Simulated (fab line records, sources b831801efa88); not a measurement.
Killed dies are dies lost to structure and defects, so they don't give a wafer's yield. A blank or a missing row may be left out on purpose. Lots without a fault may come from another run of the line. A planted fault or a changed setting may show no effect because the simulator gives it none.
A struck lot beside a sound one | flow sky130 | 29 steps out of a route of 708
Sound: wafers L446.3, L446.5, L446.6. Struck: wafers L432.1, L432.2, L432.3. The cause comes at the end.
At each step with rows: each side's tool, then ch and its chambers, then its first start. Under that, the readings that differ: sound wafers | struck wafers | difference of the means | sigmas: that difference in standard deviations of wafers without a fault.
alike: readings whose means differ by less than 2 such deviations, and words and numbers that are the same on both sides. not compared: withheld readings, readings that some wafer has no value for, bounds like >300 that may hide the same value, and numbers for which the record gives no deviation and whose values overlap.
The two part at a step that has a row with sigmas, a row that says differs or no value, or rows on one side only. Numbers that don't overlap but have no deviation are shown without sigmas and don't part them. A reading that every wafer of one side lacks parts them only if that side has two wafers or more.

first, 9 steps without rows for these wafers: SKY_METAL3_DESCUM_15 (chemistry O2, time 8 s); SKY_METAL3_ETCH_16 (etches BARC in N2/H2, stops on SiO2, time 85.15 s, target depth 60 nm); SKY_METAL3_ETCH_17 (etches SiO2 in C4F8/O2/Ar, stops on TiN, time 3.9 s, target depth 15 nm); SKY_METAL3_METAL_ETCH_18 (etches the open film in Cl2/BCl3, stops on SiO2, target depth 845 nm, time 183.1 s); SKY_METAL3_STRIP_19 (strips in O2/N2); SKY_METAL3_STRIP_20 (strips in post etch residue remover, time 1200 s); SKY_METAL3_CLEAN_21 (cleans in IPA, time 180 s); SKY_METAL3_CLEAN_22 (cleans in O3/DIW); SKY_VIA3_HDPCVD_00 (deposits SiO2, target thk 1635 nm, time 272.5 s).
SKY_VIA3_CMP_02: polishes SiO2.
  sound on cmp-02 ch 0,3, day 45 04:13; struck on cmp-01 ch 0,1,3, day 41 11:29
  no value came back on the struck wafers for edge_zone_pressure_frac, head_pressure_psi (psi), motor_current_A (A); on the sound wafers edge_zone_pressure_frac reads 1.005 1.009 1.000
  reading                                  | sound             | struck         | difference | sigmas
  model.SiO2_of_VIA3_HDPCVD_00.thk_nm (nm) | 463.4 464.1 464.6 | 1639 1637 1606 | +1163      |
SKY_VIA3_BOW_MEAS_03:
  sound on film_metro-04, day 45 04:34; struck on film_metro-03, day 41 11:47
  reading       | sound    | struck      | difference | sigmas
  VIA3_BOW (um) | 83 89 89 | 126 109 116 | +30        | +4
then, 9 steps without rows for these wafers: SKY_VIA3_DEHYDRATE_04 (time 60 s); SKY_VIA3_HMDS_05 (prime time 60 s); SKY_VIA3_COAT_06 (resist thk 60 nm); SKY_VIA3_COAT_07 (resist thk 450 nm); SKY_VIA3_SOFTBAKE_08 (time 90 s); SKY_VIA3_EXPOSE_09 (exposes mask VIM3, target cd 200 nm); SKY_VIA3_PEB_10; SKY_VIA3_DEVELOP_11 (develop time 60 s); SKY_VIA3_ETCH_14 (etches BARC in N2/H2, stops on SiO2, time 45.9 s, target depth 60 nm).
SKY_VIA3_ETCH_15: etches SiO2 in C4F8/O2/Ar, stops on TiN, target depth 507 nm, time 78 s.
  sound on rie_diel-01 ch 2,3, day 46 01:49; struck on rie_diel-03 ch 1,2,3, day 42 12:47
  reading                          | sound             | struck            | difference | sigmas
  oes_product_au (a.u.)            | 0.946 0.942 0.941 | 1.605 1.579 1.592 | +0.649     | +99 or more
  model.etch.depth_nm (nm)         | 463.4 464.1 464.6 | 497.1 491.3 493.1 | +29.8      |
  model.VIA3.feature_depth_nm (nm) | 463.4 464.1 464.6 | 497.1 491.3 493.1 | +29.8      |
  not compared: rf_hours_counter_h
then, 6 steps without rows for these wafers: SKY_VIA3_STRIP_16 (strips in O2/N2); SKY_VIA3_STRIP_17 (strips in post etch residue remover, time 1200 s); SKY_VIA3_CLEAN_18 (cleans in IPA, time 180 s); SKY_VIA3_CLEAN_19 (cleans in O3/DIW); SKY_VIA3_SPUTTER_20 (material TiN, target thk 20 nm, time 80 s); SKY_VIA3_CVD_21 (deposits W, target thk 390 nm, time 117.31 s).
SKY_VIA3_CMP_24: polishes, stops on SiO2, t overpolish 20 s, target thk 0 nm.
  sound on cmp-01 ch 1,2,3, day 46 02:56; struck on cmp-02 ch 0,1,3, day 42 13:52
  reading                                  | sound           | struck         | difference | sigmas
  model.SiO2_of_VIA3_HDPCVD_00.thk_nm (nm) | 459 459.7 460.2 | 1634 1633 1602 | +1163      |
  alike: edge_zone_pressure_frac, head_pressure_psi, motor_current_A
-- the record jumps here: 6 days lie between the struck wafers' starts before and after (it left off in module VIA3 and takes up again in module PAD_OPEN, whose first step shown is number 708 of the route) --
SKY_PAD_OPEN_PROBE_99:
  sound on prober-02, day 51 01:19; struck on prober-01, day 48 07:37
  reading                  | sound          | struck         | difference | sigmas
  defect_limited_yield (%) | 79.1 80.5 84.3 | 0 0 0          | -81        | -45
  killed_at_M0_to_M3       | 51 34 37       | 460 445 458    | +414       | +60
  killed_at_contacts       | 36 42 31       | 20 25 16       | -16        | -3
  killed_dies              | 103 96 77      | 492 492 492    | +400       | +45
  killed_on_rim            | 17 21 13       | 96 96 96       | +79        | +22
  sort_bin_5_function (%)  | 13.6 11.8 8.1  | 93.5 93.3 92.5 | +81.9      | +59
  sort_n_pass              | 389 396 415    | 0 0 0          | -400       | -45
  sort_yield_pct (%)       | 79.1 80.5 84.3 | 0 0 0          | -81        | -45
  alike: killed_at_M4_up, killed_at_front_end, killed_open, killed_short, sort_bin_3_pad_short, sort_bin_6_memory

WHERE THEY PART
First at SKY_VIA3_CMP_02; last, within this record, at SKY_PAD_OPEN_PROBE_99.

WHY: what the simulator had put in
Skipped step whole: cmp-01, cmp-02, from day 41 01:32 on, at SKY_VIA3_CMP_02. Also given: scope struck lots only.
